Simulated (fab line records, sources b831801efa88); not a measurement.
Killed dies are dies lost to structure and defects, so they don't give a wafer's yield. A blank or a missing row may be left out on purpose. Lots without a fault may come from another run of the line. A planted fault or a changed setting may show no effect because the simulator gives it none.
fab line records | flow sky130
record lots=13 wafers=39 last_day=50
route steps=708 shown POLY_GATE@228 LDD_P@263 LDD_HVN@271 LDD_HVP@288 PAD_OPEN@708
lots that met no fault: from a run of the same line without faults
start_h: hours from the record's first day to the start of the lot's first wafer shown | wait_h: hours since the lot's step before | " the same as in the row above | L1.1+2: a row that stands for several wafers | - no value, or no start given | * or withheld: withheld | < > ~ a bound
route shown NAME@n: a module of which the file shows steps, and the number in the route of the first | usual: mean/standard deviation of fault-free wafers | same: alike in all rows | chamber/n: place in a boat | sites: the reading at each site | _std_site: their standard deviation | _edge_site: outer sites' mean less inner sites' | radius_mm: how far each site lies from the wafer's centre | mask NAME#n: copy n | behind: the tool/chamber that last shaped the wafer | hold: why the lot was held/for how many hours/how that ended | device: the transistor (n, p or np) that didn't switch | end of line: the same wafers' tests at the end of the route | a step without rows: its recipe alone | killed: dies lost to structure and defects at the first sort, not the wafer's yield | map: a wafer's dies, x killed, . not, _ none there
set.NAME: the setting as run; set.NAME@STEP: as run at that earlier step | model.NAME: the simulator's own value behind a step, which no gauge read
steps of the route over a sample of lots; a table a step, a row a wafer
services: from which hour (start_h, from the record's first day; less than 0 if before it) a tool's chamber was out of use, for how many hours, and why
## steps
# step SKY_POLY_GATE_OVL_MEAS_14
# usual POLY_GATE_OVL=-4/5.5
# columns lot.wafer tool chamber start_h wait_h POLY_GATE_OVL[nm]
L189.1 overlay-01 - 365.68 0.1 -5
L189.2 " - " " -5
L189.5 " - " " -6
L190.1 overlay-02 - 380.23 0.1 5
L190.2 " - " " 5
L190.3 " - " " 5
L191.1 overlay-01 - 389.18 0.1 -13
L191.2 " - " " -5
L191.4 " - " " -7
L192.3 overlay-01 - 399.03 0.1 -6
L192.5 " - " " -7
L192.6 " - " " -8
L194.2 overlay-02 - 413.73 0.1 -14
L194.4 " - " " -3
L194.5 " - " " 0
L193.1 overlay-02 - 426.82 0.1 -15
L193.3 " - " " -6
L193.4 " - " " -9
L195.2 overlay-02 - 444.69 0.1 -9
L195.4 " - " " -7
L195.5 " - " " -14
L201.1 overlay-02 - 489.88 0.1 -4
L201.2 " - " " -5
L201.6 " - " " -5
L204.1 overlay-02 - 501.53 0.1 -9
L204.4 " - " " -8
L204.5 " - " " -6
L203.1 overlay-02 - 505.32 0.1 -15
L203.2 " - " " -1
L203.5 " - " " -11
L206.1 overlay-01 - 524.23 0.1 2
L206.2 " - " " -2
L206.4 " - " " 1
L209.3 overlay-02 - 547.14 0.1 -6
L209.5 " - " " 1
L209.6 " - " " 2
L211.1 overlay-01 - 559.57 0.1 -5
L211.3 " - " " -3
L211.5 " - " " -5
# step SKY_LDD_P_OVL_MEAS_08
# usual LDD_P_OVL=-1.2/1.3
# columns lot.wafer tool chamber start_h wait_h LDD_P_OVL[nm]
L189.1 overlay-02 - 430.41 0.1 -0.5
L189.2 " - " " 0.6
L189.5 " - " " -0.7
L190.1 overlay-01 - 443.02 0.1 -1.2
L190.2 " - " " -1.4
L190.3 " - " " -3.1
L191.1 overlay-02 - 455.21 0.1 0.6
L191.2 " - " " -1.1
L191.4 " - " " -1.3
L192.3 overlay-01 - 464.79 0.1 1.7
L192.5 " - " " 0.7
L192.6 " - " " -0.9
L194.2 overlay-02 - 479.29 0.1 0.8
L194.4 " - " " -0.4
L194.5 " - " " -0.9
L193.1 overlay-01 - 491.43 0.1 -1.6
L193.3 " - " " -0.5
L193.4 " - " " 0.0
L195.2 overlay-01 - 508.66 0.1 -4.4
L195.4 " - " " -0.9
L195.5 " - " " -1.8
L201.1 overlay-02 - 551.68 0.1 -2.0
L201.2 " - " " -4.4
L201.6 " - " " -3.8
L204.1 overlay-01 - 564.47 0.1 -0.9
L204.4 " - " " -1.1
L204.5 " - " " -0.3
L203.1 overlay-01 - 570.43 0.1 -4.1
L203.2 " - " " 0.2
L203.5 " - " " -1.1
L206.1 overlay-01 - 586.32 0.1 -1.8
L206.2 " - " " -0.8
L206.4 " - " " 0.2
L209.3 overlay-02 - 608.18 0.1 0.6
L209.5 " - " " -0.2
L209.6 " - " " -1.4
L211.1 overlay-01 - 621.25 0.1 -1.5
L211.3 " - " " -3.3
L211.5 " - " " -3.2
# step SKY_LDD_HVN_EXPOSE_04
# recipe mask_id=HVNTM na=0.6 source_shape=conventional sigma_outer=0.6 polarization=unpolarized target_cd_nm=700 dose_mj=127
# same na=0.6
# columns lot.wafer tool chamber start_h wait_h mask
L189.1+2+5 iline_stepper-02 0 446.53 - HVNTM#0
L190.1+2+3 iline_stepper-01 0 458.00 - HVNTM#0
L191.1+2+4 iline_stepper-01 0 470.84 - HVNTM#0
L192.3+5+6 iline_stepper-02 0 480.15 - HVNTM#0
L194.2+4+5 iline_stepper-01 0 494.81 - HVNTM#0
L193.1+3+4 iline_stepper-01 0 507.08 - HVNTM#0
L195.2+4+5 iline_stepper-01 0 523.88 - HVNTM#0
L201.1+2+6 iline_stepper-02 0 566.91 - HVNTM#0
L204.1+4+5 iline_stepper-01 0 579.93 - HVNTM#0
L203.1+2+5 iline_stepper-02 0 584.88 - HVNTM#0
L206.1+2+4 iline_stepper-01 0 600.96 - HVNTM#0
L209.3+5+6 iline_stepper-01 0 623.03 - HVNTM#0
L211.1+3+5 iline_stepper-01 0 636.54 - HVNTM#0
# step SKY_LDD_HVN_OVL_MEAS_07
# usual LDD_HVN_OVL=-0.5/1.3
# columns lot.wafer tool chamber start_h wait_h LDD_HVN_OVL[nm]
L189.1 overlay-01 - 461.41 0.1 -1.0
L189.2 " - " " 0.5
L189.5 " - " " -2.0
L190.1 overlay-01 - 472.99 0.1 -1.9
L190.2 " - " " -0.7
L190.3 " - " " -2.3
L191.1 overlay-02 - 485.84 0.1 -2.3
L191.2 " - " " -0.8
L191.4 " - " " -0.7
L192.3 overlay-01 - 494.82 0.1 0.8
L192.5 " - " " 0.6
L192.6 " - " " 0.4
L194.2 overlay-02 - 509.51 0.1 -1.0
L194.4 " - " " -0.2
L194.5 " - " " -2.3
L193.1 overlay-02 - 520.86 0.1 -0.4
L193.3 " - " " 2.0
L193.4 " - " " 1.8
L195.2 overlay-01 - 538.84 0.1 -1.8
L195.4 " - " " -0.5
L195.5 " - " " -1.0
L201.1 overlay-01 - 581.31 0.1 157.5
L201.2 " - " " 154.8
L201.6 " - " " 156.0
L204.1 overlay-02 - 593.76 0.1 -1.8
L204.4 " - " " 0.5
L204.5 " - " " 1.2
L203.1 overlay-02 - 599.76 0.1 155.4
L203.2 " - " " 154.9
L203.5 " - " " 156.7
L206.1 overlay-01 - 615.43 0.1 0.7
L206.2 " - " " 0.6
L206.4 " - " " 1.7
L209.3 overlay-02 - 637.82 0.1 -1.6
L209.5 " - " " 0.7
L209.6 " - " " -0.3
L211.1 overlay-02 - 650.01 0.1 -1.5
L211.3 " - " " -1.0
L211.5 " - " " -0.9
# step SKY_LDD_HVP_TW_MEAS_10
# usual LDD_HVP_TW=455.8/2.1
# columns lot.wafer tool chamber start_h wait_h LDD_HVP_TW
L189.1 film_metro-01 - 492.29 0.1 455.7
L189.2 " - " " 456.4
L189.5 " - " " 456.8
L190.1 film_metro-01 - 504.34 0.1 462.0
L190.2 " - " " 461.3
L190.3 " - " " 457.8
L191.1 film_metro-01 - 516.74 0.1 460.1
L191.2 " - " " 455.1
L191.4 " - " " 461.1
L192.3 film_metro-02 - 525.39 0.1 455.7
L192.5 " - " " 455.4
L192.6 " - " " 452.2
L194.2 film_metro-02 - 540.15 0.1 455.0
L194.4 " - " " 456.1
L194.5 " - " " 455.8
L193.1 film_metro-02 - 550.94 0.1 456.8
L193.3 " - " " 456.1
L193.4 " - " " 457.2
L195.2 film_metro-03 - 568.45 0.1 453.8
L195.4 " - " " 455.5
L195.5 " - " " 457.8
L201.1 film_metro-02 - 611.10 0.1 453.2
L201.2 " - " " 456.4
L201.6 " - " " 454.0
L204.1 film_metro-01 - 623.45 0.1 455.6
L204.4 " - " " 458.1
L204.5 " - " " 458.0
L203.1 film_metro-01 - 629.74 0.1 456.9
L203.2 " - " " 455.1
L203.5 " - " " 455.5
L206.1 film_metro-02 - 644.85 0.1 456.5
L206.2 " - " " 451.9
L206.4 " - " " 454.1
L209.3 film_metro-02 - 666.76 0.1 454.0
L209.5 " - " " 454.0
L209.6 " - " " 454.4
L211.1 film_metro-02 - 678.44 0.1 454.7
L211.3 " - " " 454.5
L211.5 " - " " 454.5
# step SKY_PAD_OPEN_PROBE_99
# usual killed_at_M0_to_M3=43/6.8 killed_at_M4_up=3.2/1.8 killed_at_contacts=24/6.2 killed_at_front_end=15/4.7 killed_at_other=0.4/0.63 killed_dies=86/9.6 killed_on_rim=17/3.9 killed_open=47/6.9 killed_short=39/6.3
# same gross_dies=492 killed_at_back_side=0
# columns lot.wafer tool chamber start_h wait_h killed_at_M0_to_M3 killed_at_M4_up killed_at_contacts killed_at_front_end killed_at_other killed_dies killed_on_rim killed_open killed_short
L189.1 prober-01 - 1069.62 0.1 42 1 17 22 2 84 12 41 43
L189.2 prober-01 - 1069.67 0.1 41 3 21 12 0 77 13 42 35
L189.5 prober-01 - 1069.82 0.2 42 3 19 20 0 84 22 47 37
L195.2 prober-01 - 1119.08 0.1 49 3 26 16 0 94 24 62 32
L195.4 prober-01 - 1119.18 0.2 42 3 25 13 1 84 18 43 40
L195.5 prober-01 - 1119.23 0.2 43 4 25 16 0 88 21 52 36
L201.1 prober-01 - 1153.25 0.1 45 6 31 9 0 91 22 48 42
L201.2 prober-01 - 1153.30 0.1 56 2 29 11 1 99 24 60 38
L201.6 prober-01 - 1153.50 0.2 52 3 17 9 0 81 21 42 39
L203.1 prober-02 - 1160.88 0.1 49 3 24 14 1 91 19 43 45
L203.2 prober-02 - 1160.93 0.1 49 6 16 23 0 94 22 55 39
L203.5 prober-02 - 1161.08 0.2 40 4 27 15 1 87 12 44 42
# killed by level:class
L189.1 VIA1:geometric_particle:open=11 METAL1:geometric_particle:short=9 FIELD_ISO:geometric_particle:short=7 LI_CONTACT:geometric_particle:open=6 VIA2:geometric_particle:open=6 CONTACT:geometric_particle:open=5 POLY_GATE:geometric_particle:open=4 VIA1:geometric_particle:short=4
L189.2 VIA2:geometric_particle:open=10 VIA3:geometric_particle:open=8 CONTACT:geometric_particle:short=7 LI_CONTACT:geometric_particle:open=6 CONTACT:geometric_particle:open=6 METAL1:geometric_particle:short=6 FIELD_ISO:geometric_particle:short=4 VIA1:geometric_particle:short=4
L189.5 VIA3:geometric_particle:open=10 VIA1:geometric_particle:open=8 FIELD_ISO:geometric_particle:short=7 CONTACT:geometric_particle:open=7 VIA2:geometric_particle:open=7 POLY_GATE:geometric_particle:open=6 LI_CONTACT:geometric_particle:short=5 POLY_GATE:geometric_particle:short=4
L195.2 VIA1:geometric_particle:open=18 LI_CONTACT:geometric_particle:open=9 CONTACT:geometric_particle:open=9 VIA1:geometric_particle:short=6 FIELD_ISO:geometric_particle:open=5 METAL1:geometric_particle:short=5 VIA3:geometric_particle:short=5 VIA3:geometric_particle:open=5
L195.4 VIA2:geometric_particle:open=11 METAL1:geometric_particle:short=8 VIA1:geometric_particle:open=8 CONTACT:geometric_particle:open=7 LI_CONTACT:geometric_particle:short=6 CONTACT:geometric_particle:short=6 LI_CONTACT:geometric_particle:open=5 VIA1:geometric_particle:short=4
L195.5 CONTACT:geometric_particle:open=12 VIA1:geometric_particle:open=12 LI_CONTACT:geometric_particle:open=7 POLY_GATE:geometric_particle:open=6 VIA2:geometric_particle:open=6 VIA3:geometric_particle:open=5 POLY_GATE:geometric_particle:short=4 CONTACT:geometric_particle:short=4
L201.1 LI_CONTACT:geometric_particle:open=9 VIA2:geometric_particle:open=9 CONTACT:geometric_particle:open=8 CONTACT:geometric_particle:short=7 METAL2:geometric_particle:short=6 VIA3:geometric_particle:open=5 VIA1:geometric_particle:open=5 METAL4:geometric_particle:short=5
L201.2 CONTACT:geometric_particle:open=12 VIA1:geometric_particle:open=11 METAL2:geometric_particle:short=11 METAL1:geometric_particle:short=9 LI_CONTACT:geometric_particle:open=8 VIA2:geometric_particle:open=8 VIA3:geometric_particle:open=4 POLY_GATE:geometric_particle:open=3
L201.6 VIA1:geometric_particle:open=11 METAL1:geometric_particle:short=7 VIA3:geometric_particle:open=7 VIA2:geometric_particle:open=6 CONTACT:geometric_particle:short=5 CONTACT:geometric_particle:open=4 VIA3:geometric_particle:short=4 METAL3:geometric_particle:short=4
L203.1 VIA3:geometric_particle:open=10 METAL2:geometric_particle:short=9 VIA2:geometric_particle:open=7 CONTACT:geometric_particle:open=7 VIA1:geometric_particle:short=6 VIA1:geometric_particle:open=6 LI_CONTACT:geometric_particle:open=5 LOCAL_INTERCONNECT:geometric_particle:short=5
L203.2 VIA1:geometric_particle:open=11 CONTACT:geometric_particle:open=8 POLY_GATE:geometric_particle:short=6 VIA2:geometric_particle:open=6 VIA3:geometric_particle:open=6 FIELD_ISO:geometric_particle:short=5 VIA1:geometric_particle:short=5 METAL2:geometric_particle:short=5
L203.5 VIA1:geometric_particle:open=9 VIA3:geometric_particle:open=8 LI_CONTACT:geometric_particle:open=7 VIA1:geometric_particle:short=7 CONTACT:geometric_particle:open=6 FIELD_ISO:geometric_particle:short=5 LI_CONTACT:geometric_particle:short=5 CONTACT:geometric_particle:short=5
## services
# columns tool chamber start_h hours kind
iline_stepper-01 - 427.84 3.4 repair
iline_stepper-02 - 433.87 1.7 pm
iline_stepper-01 - 513.78 3.3 repair
iline_stepper-01 - 517.09 4.4 pm
iline_stepper-02 0 544.95 - calibration
iline_stepper-01 0 559.48 - calibration
iline_stepper-01 - 602.20 1.7 pm
## key
first_sign step=SKY_LDD_HVN_OVL_MEAS_07 reading=LDD_HVN_OVL direction=up sigmas=99+ usual=-0.5 struck=155.9
effect none on later readings
met_at SKY_LDD_HVN_EXPOSE_04
struck_lots L201,L203
tester_left_out L201,L203
not_acting_at SKY_POLY_GATE_OVL_MEAS_14,SKY_LDD_P_OVL_MEAS_08,SKY_LDD_HVP_TW_MEAS_10
onset_between 480.15 566.91
fault kind=scanner_matching_overlay tool=iline_stepper-02 chamber=- onset_h=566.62 steps=SKY_LDD_HVN_EXPOSE_04 offset=157.09
# tester_left_out: of these lots the tester's yield and bins aren't shown, on N5 and GAA mostly nor the transistor test; their killed dies are dies lost to structure and defects alone, not to doping, threshold or leakage, so they don't give the yield
